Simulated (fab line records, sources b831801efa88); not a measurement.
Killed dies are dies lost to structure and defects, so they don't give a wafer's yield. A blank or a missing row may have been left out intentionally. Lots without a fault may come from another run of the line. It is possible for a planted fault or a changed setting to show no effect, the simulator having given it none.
fab line records + flow sky130
[record]
- lots = 11
- wafers = 31
- last-day = 50
route steps=708 shown FIELD_ISO@15 NWELL@82 VT_ADJUST_LVTN@107 VT_ADJUST_HVTR@141 LI_CONTACT@365
lots that met no fault: taken from a fault-free run of the same line
start-h: the number of hours between the record's first day and the start of the first shown wafer of the lot + wait-h: hours from the lot's prior step to this one + " same as the row above + L1.1+2: a row that stands for several wafers + - no value, or no start given + * or withheld: withheld + < > ~ a bound
route shown NAME@n: NAME is a module with steps in the file, n the number in the route of the first one + usual: mean/standard deviation of fault-free wafers + same: alike in all rows + chamber/n: place in a boat + sites: each site's reading + _std_site: their standard deviation + _edge_site: outer sites' mean less inner sites' + radius-mm: for every site, how far away it sits from the centre of the wafer + mask NAME#n: copy n + behind: the tool/chamber that last shaped the wafer + hold: the reason the lot was held/the length of the hold in hours/how it ended + device: the n, p or np transistor that did not switch + end of line: the same wafers' tests at the end of the route + for a step that has no rows: nothing shown but its recipe + killed: count of dies lost to structure and defects at first sort (not the wafer's yield) + map: per-die view of a wafer (x killed, . not killed, _ where there is no die)
set.NAME: the setting the step ran with; set.NAME@STEP: the setting that earlier step ran with + model.NAME: the simulator's own value behind a step, which no gauge read
the route's steps for a sample of lots (tables are steps, rows are wafers)
services: a tool's chamber out of use, with start hour (start-h, from the record's first day; less than 0 if before it), hours out, and reason
[[steps]]
[step SKY_FIELD_ISO_ETCH_14]
[recipe]
- chemistry = N2/H2
- target = BARC
- ion-energy-ev = 200
- source-w = 500
- bias-w = 100
- pressure-mtorr = 30
- n2-flow-sccm = 100
- h2-flow-sccm = 200
- stop-on = SiO2
- time-s = 45.9
- target-depth-a = 600
[usual]
- drypump-motor-current-A = 5.8/0.41
- oes-product-au = 0.854/0.0045
- run-length-s = 74.1/0.54
- throttle-valve-pct = 13.224/0.0082
| lot.wafer | tool        | chamber | start-h | wait-h | drypump-motor-current-A | oes-product-au | rf-hours-counter-h | run-length-s | throttle-valve-pct |
|-----------|-------------|---------|---------|--------|-------------------------|----------------|--------------------|--------------|--------------------|
| L861.1    | rie-diel-02 | 3       | 34.00   | 0.1    | 5.3                     | 0.857          | 125                | 74.3         | 13.224             |
| L861.3    | "           | 2       | "       | "      | 5.7                     | 0.853          | 145                | 74.8         | 13.220             |
| L861.4    | "           | 1       | "       | "      | 5.4                     | 0.861          | 64                 | 74.2         | 13.225             |
| L864.2    | rie-diel-04 | 1       | 50.30   | 0.1    | 5.7                     | 0.852          | 120                | 73.3         | 13.223             |
| L864.3    | "           | 2       | "       | "      | 6.0                     | 0.851          | 13                 | 75.4         | 13.207             |
| L864.4    | "           | 0       | "       | "      | 5.8                     | 0.845          | 47                 | 74.5         | 13.220             |
| L866.2    | rie-diel-02 | 2       | 59.72   | 0.1    | 5.7                     | 0.858          | 145                | 74.6         | 13.223             |
| L866.4    | "           | 0       | "       | "      | 5.6                     | 0.851          | 5                  | 74.2         | 13.219             |
| L866.6    | "           | 3       | "       | "      | 5.3                     | 0.852          | -                  | 74.9         | 13.218             |
| L868.3    | rie-diel-02 | 2       | 70.25   | 0.1    | 5.7                     | 0.848          | 145                | 74.6         | 13.222             |
| L868.4    | "           | 1       | "       | "      | 5.4                     | 0.855          | 65                 | 74.0         | 13.233             |
| L868.6    | "           | 2       | "       | "      | 5.7                     | 0.851          | -                  | 74.8         | 13.221             |
| L872.3    | rie-diel-02 | 3       | 90.85   | 0.1    | 5.3                     | 0.655          | 126                | 106.9        | 13.212             |
| L872.4    | "           | 0       | "       | "      | 5.6                     | 0.857          | 5                  | 74.1         | 13.231             |
| L872.6    | "           | 0       | "       | "      | 5.7                     | 0.843          | -                  | 73.7         | 13.218             |
| L873.2    | rie-diel-02 | 1       | 96.40   | 0.1    | 5.5                     | 0.662          | 65                 | 106.5        | 13.209             |
| L873.3    | "           | 2       | "       | "      | 5.8                     | 0.666          | 146                | 106.7        | 13.205             |
| L875.3    | rie-diel-02 | 2       | 109.02  | 0.1    | 5.8                     | 0.659          | 146                | 106.8        | 13.209             |
| L875.6    | "           | 3       | "       | "      | 5.3                     | 0.856          | -                  | 74.6         | 13.213             |
| L879.1    | rie-diel-03 | 1       | 128.00  | 0.1    | 5.3                     | 0.855          | 10                 | 73.7         | 13.219             |
| L879.4    | "           | 3       | "       | "      | 5.7                     | 0.844          | 1                  | 73.8         | 13.222             |
| L879.6    | "           | 1       | "       | "      | 5.3                     | 0.853          | -                  | 73.9         | 13.225             |
| L880.1    | rie-diel-04 | 3       | 132.50  | 0.1    | 6.0                     | 0.851          | 7                  | 74.7         | 13.230             |
| L880.3    | "           | 1       | "       | "      | 5.7                     | 0.855          | 121                | 73.0         | 13.236             |
| L880.5    | "           | 0       | "       | "      | 5.9                     | 0.860          | -                  | 74.1         | 13.236             |
| L882.2    | rie-diel-03 | 2       | 147.72  | 0.1    | 6.0                     | 0.850          | 45                 | 73.6         | 13.236             |
| L882.3    | "           | 0       | "       | "      | 6.6                     | 0.858          | 9                  | 74.5         | 13.221             |
| L882.6    | "           | 0       | "       | "      | 6.6                     | 0.852          | -                  | 74.6         | 13.220             |
| L883.1    | rie-diel-03 | 2       | 150.92  | 0.1    | 6.0                     | 0.853          | 45                 | 73.6         | 13.224             |
| L883.2    | "           | 1       | "       | "      | 5.3                     | 0.851          | 10                 | 73.8         | 13.224             |
| L883.3    | "           | 3       | "       | "      | 5.7                     | 0.855          | 1                  | 74.1         | 13.222             |
[step SKY_FIELD_ISO_STRIP_16]
[recipe]
- chemistry = O2/N2
- power-w = 1400
- pressure-mtorr = 1500
- platen-temp-c = withheld
- o2-flow-sccm = 3000
- n2-flow-sccm = 300
- overash-fraction = 0.5
[usual]
- drypump-motor-current-A = 5.6/0.51
- oes-product-au = 0.378/0.0045
- strip-time-to-endpoint-s = 3.556/0.027
| lot.wafer | tool            | chamber | start-h | wait-h | drypump-motor-current-A | oes-product-au | rf-hours-counter-h | strip-time-to-endpoint-s |
|-----------|-----------------|---------|---------|--------|-------------------------|----------------|--------------------|--------------------------|
| L861.1    | plasma-asher-02 | 0       | 34.10   | 0.0    | 5.1                     | 0.386          | 36                 | 3.579                    |
| L861.3    | "               | 0       | "       | "      | 5.1                     | 0.381          | -                  | 3.562                    |
| L861.4    | "               | 1       | "       | "      | 5.8                     | 0.380          | -                  | 3.575                    |
| L864.2    | plasma-asher-01 | 1       | 50.40   | 0.0    | 6.4                     | 0.379          | 37                 | 3.578                    |
| L864.3    | "               | 0       | "       | "      | 4.9                     | 0.374          | -                  | 3.566                    |
| L864.4    | "               | 1       | "       | "      | 6.4                     | 0.376          | -                  | 3.479                    |
| L866.2    | plasma-asher-03 | 1       | 59.82   | 0.0    | 5.8                     | 0.375          | 39                 | 3.559                    |
| L866.4    | "               | 0       | "       | "      | 5.6                     | 0.376          | -                  | 3.514                    |
| L866.6    | "               | 1       | "       | "      | 5.8                     | 0.383          | -                  | 3.594                    |
| L868.3    | plasma-asher-02 | 1       | 70.39   | 0.1    | 5.8                     | 0.383          | -                  | 3.599                    |
| L868.4    | "               | 0       | "       | "      | 5.1                     | 0.381          | -                  | 3.582                    |
| L868.6    | "               | 1       | "       | "      | 5.8                     | 0.373          | -                  | 3.571                    |
| L872.3    | plasma-asher-01 | 0       | 90.99   | 0.1    | 4.9                     | 0.369          | -                  | 3.248                    |
| L872.4    | "               | 1       | "       | "      | 6.3                     | 0.384          | -                  | 3.514                    |
| L872.6    | "               | 1       | "       | "      | 6.3                     | 0.379          | -                  | 3.499                    |
| L873.2    | plasma-asher-01 | 1       | 96.50   | 0.0    | 6.3                     | 0.369          | 41                 | 3.257                    |
| L873.3    | "               | 1       | "       | "      | 6.4                     | 0.366          | -                  | 3.245                    |
| L875.3    | plasma-asher-01 | 0       | 109.15  | 0.1    | 5.0                     | 0.362          | -                  | 3.259                    |
| L875.6    | "               | 1       | "       | "      | 6.3                     | 0.376          | -                  | 3.582                    |
| L879.1    | plasma-asher-03 | 0       | 128.10  | 0.0    | 5.6                     | 0.374          | 45                 | 3.523                    |
| L879.4    | "               | 0       | "       | "      | 5.6                     | 0.381          | -                  | 3.563                    |
| L879.6    | "               | 0       | "       | "      | 5.6                     | 0.371          | -                  | 3.534                    |
| L880.1    | plasma-asher-01 | 0       | 132.60  | 0.0    | 4.9                     | 0.375          | 45                 | 3.562                    |
| L880.3    | "               | 0       | "       | "      | 4.9                     | 0.376          | -                  | 3.563                    |
| L880.5    | "               | 0       | "       | "      | 4.9                     | 0.378          | -                  | 3.561                    |
| L882.2    | plasma-asher-01 | 1       | 147.81  | 0.0    | 6.4                     | 0.386          | 47                 | 3.533                    |
| L882.3    | "               | 1       | "       | "      | 6.4                     | 0.379          | -                  | 3.564                    |
| L882.6    | "               | 0       | "       | "      | 5.0                     | 0.381          | -                  | 3.516                    |
| L883.1    | plasma-asher-01 | 1       | 151.02  | 0.0    | 6.4                     | 0.369          | 47                 | 3.537                    |
| L883.2    | "               | 0       | "       | "      | 4.9                     | 0.388          | 47                 | 3.562                    |
| L883.3    | "               | 1       | "       | "      | 6.4                     | 0.374          | -                  | 3.563                    |
[step SKY_NWELL_RS_MEAS_29]
[recipe]
- thk-meas-gauge = four-point-probe
[usual]
- NWELL_RS = 625.4/1.4
| lot.wafer | tool          | chamber | start-h | wait-h | NWELL_RS[ohm/sq] |
|-----------|---------------|---------|---------|--------|------------------|
| L861.1    | film-metro-01 | -       | 109.18  | 0.1    | 625.6            |
| L861.3    | "             | -       | "       | "      | 623.7            |
| L861.4    | "             | -       | "       | "      | 626.0            |
| L864.2    | film-metro-04 | -       | 128.14  | 0.1    | 626.0            |
| L864.3    | "             | -       | "       | "      | 624.6            |
| L864.4    | "             | -       | "       | "      | 624.6            |
| L866.2    | film-metro-04 | -       | 139.39  | 0.1    | 624.7            |
| L866.4    | "             | -       | "       | "      | 624.9            |
| L866.6    | "             | -       | "       | "      | 625.7            |
| L868.3    | film-metro-04 | -       | 149.96  | 0.1    | 625.7            |
| L868.4    | "             | -       | "       | "      | 626.5            |
| L868.6    | "             | -       | "       | "      | 627.2            |
| L872.3    | film-metro-04 | -       | 174.17  | 0.1    | 623.3            |
| L872.4    | "             | -       | "       | "      | 624.1            |
| L872.6    | "             | -       | "       | "      | 624.2            |
| L873.2    | film-metro-04 | -       | 181.26  | 0.1    | 625.4            |
| L873.3    | "             | -       | "       | "      | 623.9            |
| L875.3    | film-metro-03 | -       | 197.29  | 0.1    | 625.9            |
| L875.6    | "             | -       | "       | "      | 626.8            |
| L879.1    | film-metro-03 | -       | 228.39  | 0.1    | 626.1            |
| L879.4    | "             | -       | "       | "      | 624.0            |
| L879.6    | "             | -       | "       | "      | 625.9            |
| L880.1    | film-metro-03 | -       | 229.90  | 0.1    | 626.4            |
| L880.3    | "             | -       | "       | "      | 625.3            |
| L880.5    | "             | -       | "       | "      | 625.7            |
| L882.2    | film-metro-01 | -       | 244.36  | 0.1    | 627.3            |
| L882.3    | "             | -       | "       | "      | 627.8            |
| L882.6    | "             | -       | "       | "      | 628.5            |
| L883.1    | film-metro-03 | -       | 246.28  | 0.1    | 625.5            |
| L883.2    | "             | -       | "       | "      | 626.2            |
| L883.3    | "             | -       | "       | "      | 626.2            |
[step SKY_VT_ADJUST_LVTN_TW_MEAS_10]
[usual]
- VT_ADJUST_LVTN_TW = 241.2/1.9
| lot.wafer | tool          | chamber | start-h | wait-h | VT_ADJUST_LVTN_TW |
|-----------|---------------|---------|---------|--------|-------------------|
| L861.1    | film-metro-02 | -       | 146.37  | 0.1    | 242.7             |
| L861.3    | "             | -       | "       | "      | 241.9             |
| L861.4    | "             | -       | "       | "      | 243.4             |
| L864.2    | film-metro-02 | -       | 166.13  | 0.1    | 241.9             |
| L864.3    | "             | -       | "       | "      | 242.8             |
| L864.4    | "             | -       | "       | "      | 242.3             |
| L866.2    | film-metro-02 | -       | 178.85  | 0.1    | 242.9             |
| L866.4    | "             | -       | "       | "      | 242.2             |
| L866.6    | "             | -       | "       | "      | 242.3             |
| L868.3    | film-metro-02 | -       | 191.66  | 0.1    | 243.5             |
| L868.4    | "             | -       | "       | "      | 241.4             |
| L868.6    | "             | -       | "       | "      | 242.7             |
| L872.3    | film-metro-02 | -       | 217.18  | 0.1    | 243.7             |
| L872.4    | "             | -       | "       | "      | 243.5             |
| L872.6    | "             | -       | "       | "      | 242.6             |
| L873.2    | film-metro-04 | -       | 225.73  | 0.1    | 238.6             |
| L873.3    | "             | -       | "       | "      | 238.3             |
| L875.3    | film-metro-03 | -       | 243.11  | 0.1    | 240.2             |
| L875.6    | "             | -       | "       | "      | 239.0             |
| L879.1    | film-metro-04 | -       | 277.14  | 0.1    | 239.6             |
| L879.4    | "             | -       | "       | "      | 239.0             |
| L879.6    | "             | -       | "       | "      | 239.6             |
| L880.1    | film-metro-02 | -       | 277.51  | 0.1    | 243.5             |
| L880.3    | "             | -       | "       | "      | 244.2             |
| L880.5    | "             | -       | "       | "      | 243.8             |
| L882.2    | film-metro-02 | -       | 291.03  | 0.1    | 245.0             |
| L882.3    | "             | -       | "       | "      | 242.8             |
| L882.6    | "             | -       | "       | "      | 241.4             |
| L883.1    | film-metro-02 | -       | 293.12  | 0.1    | 241.4             |
| L883.2    | "             | -       | "       | "      | 242.5             |
| L883.3    | "             | -       | "       | "      | 241.3             |
[step SKY_VT_ADJUST_HVTR_STRIP_10]
[recipe]
- chemistry = O2/N2
- power-w = 1400
- pressure-mtorr = 1500
- platen-temp-c = withheld
- o2-flow-sccm = 3000
- n2-flow-sccm = 300
- overash-fraction = 0.5
[usual]
- drypump-motor-current-A = 5.7/0.6
- oes-product-au = 0.716/0.0049
- strip-time-to-endpoint-s = 14.19/0.035
| lot.wafer | tool            | chamber | start-h | wait-h | drypump-motor-current-A | oes-product-au | rf-hours-counter-h | strip-time-to-endpoint-s |
|-----------|-----------------|---------|---------|--------|-------------------------|----------------|--------------------|--------------------------|
| L861.1    | plasma-asher-01 | 1       | 207.44  | 0.1    | 6.4                     | 0.718          | 53                 | 14.24                    |
| L861.3    | "               | 1       | "       | "      | 6.4                     | 0.720          | -                  | 14.19                    |
| L861.4    | "               | 0       | "       | "      | 5.0                     | 0.718          | -                  | 14.20                    |
| L864.2    | plasma-asher-04 | 1       | 229.43  | 0.1    | 5.5                     | 0.717          | 41                 | 14.16                    |
| L864.3    | "               | 1       | "       | "      | 5.5                     | 0.718          | -                  | 14.20                    |
| L864.4    | "               | 0       | "       | "      | 6.4                     | 0.715          | -                  | 14.23                    |
| L866.2    | plasma-asher-02 | 1       | 246.23  | 0.1    | 5.7                     | 0.720          | 12                 | 14.19                    |
| L866.4    | "               | 1       | "       | "      | 5.8                     | 0.720          | -                  | 14.23                    |
| L866.6    | "               | 0       | "       | "      | 5.1                     | 0.715          | -                  | 14.23                    |
| L868.3    | plasma-asher-01 | 0       | 260.86  | 0.1    | 4.9                     | 0.716          | -                  | 14.24                    |
| L868.4    | "               | 1       | "       | "      | 6.3                     | 0.723          | -                  | 14.24                    |
| L868.6    | "               | 0       | "       | "      | 4.9                     | 0.719          | -                  | 14.22                    |
| L872.3    | plasma-asher-01 | 0       | 287.38  | 0.1    | 4.9                     | 0.720          | -                  | 14.11                    |
| L872.4    | "               | 1       | "       | "      | 6.4                     | 0.714          | -                  | 14.13                    |
| L872.6    | "               | 1       | "       | "      | 6.4                     | 0.714          | -                  | 14.10                    |
| L873.2    | plasma-asher-01 | 0       | 295.73  | 0.1    | 4.9                     | 0.717          | 62                 | 14.23                    |
| L873.3    | "               | 0       | "       | "      | 4.9                     | 0.719          | -                  | 14.23                    |
| L875.3    | plasma-asher-01 | 1       | 311.27  | 0.1    | 6.3                     | 0.716          | -                  | 14.17                    |
| L875.6    | "               | 0       | "       | "      | 4.9                     | 0.724          | -                  | 14.15                    |
| L879.1    | plasma-asher-04 | 1       | 351.00  | 0.1    | 5.5                     | 0.721          | 51                 | 14.20                    |
| L879.4    | "               | 1       | "       | "      | 5.5                     | 0.718          | -                  | 14.20                    |
| L879.6    | "               | 1       | "       | "      | 5.5                     | 0.713          | -                  | 14.18                    |
| L880.1    | plasma-asher-01 | 1       | 351.59  | 0.1    | 6.4                     | 0.716          | 68                 | 14.16                    |
| L880.3    | "               | 0       | "       | "      | 5.0                     | 0.712          | -                  | 14.12                    |
| L880.5    | "               | 1       | "       | "      | 6.4                     | 0.711          | -                  | 14.12                    |
| L882.2    | plasma-asher-02 | 0       | 367.45  | 0.1    | 5.1                     | 0.710          | 24                 | 14.12                    |
| L882.3    | "               | 1       | "       | "      | 5.8                     | 0.712          | -                  | 14.12                    |
| L882.6    | "               | 1       | "       | "      | 5.8                     | 0.722          | -                  | 14.17                    |
| L883.1    | plasma-asher-02 | 1       | 370.13  | 0.1    | 5.8                     | 0.719          | 24                 | 14.17                    |
| L883.2    | "               | 0       | "       | "      | 5.1                     | 0.720          | 24                 | 14.17                    |
| L883.3    | "               | 0       | "       | "      | 5.1                     | 0.717          | -                  | 14.18                    |
[step SKY_LI_CONTACT_BOW_MEAS_03]
[recipe]
- mode = bow
[usual]
- LI_CONTACT_BOW = 54/6
| lot.wafer | tool          | chamber | start-h | wait-h | hold                     | LI_CONTACT_BOW[um] |
|-----------|---------------|---------|---------|--------|--------------------------|--------------------|
| L861.1    | film-metro-03 | -       | 648.97  | 0.2    | -                        | 59                 |
| L861.3    | "             | -       | "       | "      | -                        | 56                 |
| L861.4    | "             | -       | "       | "      | -                        | 56                 |
| L864.2    | film-metro-03 | -       | 701.74  | 0.3    | -                        | 58                 |
| L864.3    | "             | -       | "       | "      | -                        | 38                 |
| L864.4    | "             | -       | "       | "      | -                        | 55                 |
| L866.2    | film-metro-02 | -       | 704.00  | 0.2    | -                        | 53                 |
| L866.4    | "             | -       | "       | "      | -                        | 58                 |
| L866.6    | "             | -       | "       | "      | -                        | 59                 |
| L868.3    | film-metro-03 | -       | 718.42  | 0.2    | -                        | 64                 |
| L868.4    | "             | -       | "       | "      | -                        | 44                 |
| L868.6    | "             | -       | "       | "      | -                        | 53                 |
| L872.3    | film-metro-03 | -       | 741.17  | 0.2    | -                        | 52                 |
| L872.4    | "             | -       | "       | "      | -                        | 58                 |
| L872.6    | "             | -       | "       | "      | -                        | 55                 |
| L873.2    | film-metro-01 | -       | 743.40  | 0.2    | await-dispo/0.2h/release | 62                 |
| L873.3    | "             | -       | "       | "      | await-dispo/0.2h/release | 57                 |
| L873.2    | film-metro-01 | -       | 743.69  | 0.3    | -                        | -                  |
| L873.3    | "             | -       | "       | "      | -                        | -                  |
| L875.3    | film-metro-01 | -       | 767.41  | 0.2    | -                        | 52                 |
| L875.6    | "             | -       | "       | "      | -                        | 53                 |
| L880.1    | film-metro-02 | -       | 806.28  | 0.2    | -                        | 59                 |
| L880.3    | "             | -       | "       | "      | -                        | 47                 |
| L880.5    | "             | -       | "       | "      | -                        | 58                 |
| L879.1    | film-metro-02 | -       | 806.58  | 0.2    | -                        | 51                 |
| L879.4    | "             | -       | "       | "      | -                        | 45                 |
| L879.6    | "             | -       | "       | "      | -                        | 51                 |
| L882.2    | film-metro-02 | -       | 819.65  | 0.3    | -                        | 50                 |
| L882.3    | "             | -       | "       | "      | -                        | 53                 |
| L882.6    | "             | -       | "       | "      | -                        | 62                 |
| L883.1    | film-metro-03 | -       | 824.91  | 0.2    | -                        | 56                 |
| L883.2    | "             | -       | "       | "      | -                        | 50                 |
| L883.3    | "             | -       | "       | "      | -                        | 43                 |
[step SKY_LI_CONTACT_DEHYDRATE_04]
[recipe]
- temp-c = 200
- time-s = 60
| lot.wafer  | tool           | chamber | start-h | wait-h | hold                     |
|------------|----------------|---------|---------|--------|--------------------------|
| L861.1+3+4 | litho-track-04 | 0       | 663.09  | 14.1   | -                        |
| L864.2+3+4 | litho-track-03 | 0       | 715.06  | 13.3   | -                        |
| L866.2+4+6 | litho-track-02 | 0       | 716.95  | 12.9   | -                        |
| L868.3+4+6 | litho-track-03 | 0       | 732.23  | 13.8   | -                        |
| L872.3+4+6 | litho-track-04 | 0       | 753.39  | 12.2   | -                        |
| L873.2+3   | litho-track-02 | 0       | 756.85  | 13.1   | await-dispo/2.9h/release |
| L875.3+6   | litho-track-04 | 0       | 779.84  | 12.4   | -                        |
| L880.1+3+5 | litho-track-04 | 0       | 818.64  | 12.3   | -                        |
| L879.1+4+6 | litho-track-02 | 0       | 818.77  | 12.2   | -                        |
| L882.2+3+6 | litho-track-04 | 0       | 832.42  | 12.8   | -                        |
| L883.1+2+3 | litho-track-03 | 0       | 837.68  | 12.8   | -                        |
[[services]]
| tool            | chamber | start-h | hours | kind   |
|-----------------|---------|---------|-------|--------|
| plasma-asher-02 | -       | 23.45   | 2.3   | repair |
| plasma-asher-02 | -       | 108.75  | 9.0   | pm     |
| rie-diel-02     | 1       | 121.26  | 2.9   | repair |
| rie-diel-02     | 0       | 141.11  | 5.7   | repair |
| plasma-asher-02 | -       | 147.14  | 2.0   | repair |
| rie-diel-02     | -       | 183.37  | 2.8   | pm     |
| rie-diel-02     | 1       | 233.36  | 11.0  | repair |
| rie-diel-02     | -       | 244.43  | 1.1   | repair |
| rie-diel-02     | -       | 322.51  | 0.8   | repair |
| plasma-asher-02 | -       | 347.39  | 0.9   | repair |
| plasma-asher-02 | -       | 350.72  | 3.0   | repair |
| plasma-asher-01 | -       | 412.23  | 2.9   | repair |
| rie-diel-02     | 1       | 415.60  | 8.7   | repair |
| plasma-asher-01 | -       | 421.25  | 9.0   | pm     |
| rie-diel-02     | 2       | 426.91  | 3.7   | repair |
| plasma-asher-02 | -       | 456.58  | 4.3   | pm     |
| plasma-asher-02 | -       | 482.53  | 8.7   | repair |
| plasma-asher-01 | -       | 539.19  | 16.0  | pm     |
| plasma-asher-02 | -       | 550.15  | 2.8   | pm     |
| plasma-asher-01 | -       | 576.01  | 14.6  | pm     |
| rie-diel-02     | 2       | 657.01  | 15.1  | repair |
| plasma-asher-01 | -       | 683.63  | 1.3   | repair |
| plasma-asher-01 | -       | 755.65  | 2.3   | repair |
| rie-diel-02     | -       | 760.24  | 14.6  | pm     |
[[key]]
[first-sign]
- step = SKY_FIELD_ISO_ETCH_14
- reading = run-length-s
- direction = up
- sigmas = 60
- usual = *
- struck = *
[effect]
- step = SKY_FIELD_ISO_ETCH_14
- reading = oes-product-au
- direction = down
- sigmas = 43
- usual = 0.854
- struck = 0.661
[effect]
- step = SKY_FIELD_ISO_STRIP_16
- reading = strip-time-to-endpoint-s
- direction = down
- sigmas = 11
- usual = *
- struck = *
met-at SKY_FIELD_ISO_ETCH_14
struck-lots L872,L873,L875
struck-wafers L872.3,L873.2,L873.3,L875.3
tester-left-out L872,L873,L875
not-acting-at SKY_NWELL_RS_MEAS_29,SKY_VT_ADJUST_LVTN_TW_MEAS_10,SKY_VT_ADJUST_HVTR_STRIP_10
onset-between 70.25 90.85
[fault]
- kind = process-parameter-drift
- tool = rie-diel-02
- chamber = -
- onset-h = 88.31
- steps = SKY_FIELD_ISO_ETCH_14
- channel = time-s
- offset = *
- shape = step
- end-h = 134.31
- scope = struck-wafers-only
- acts-in = *
- stated = *
// tester-left-out: of these lots the tester's yield and bins aren't shown, on N5 and GAA mostly nor the transistor test; their killed dies are dies lost to structure and defects alone, not to doping, threshold or leakage, so they don't give the yield
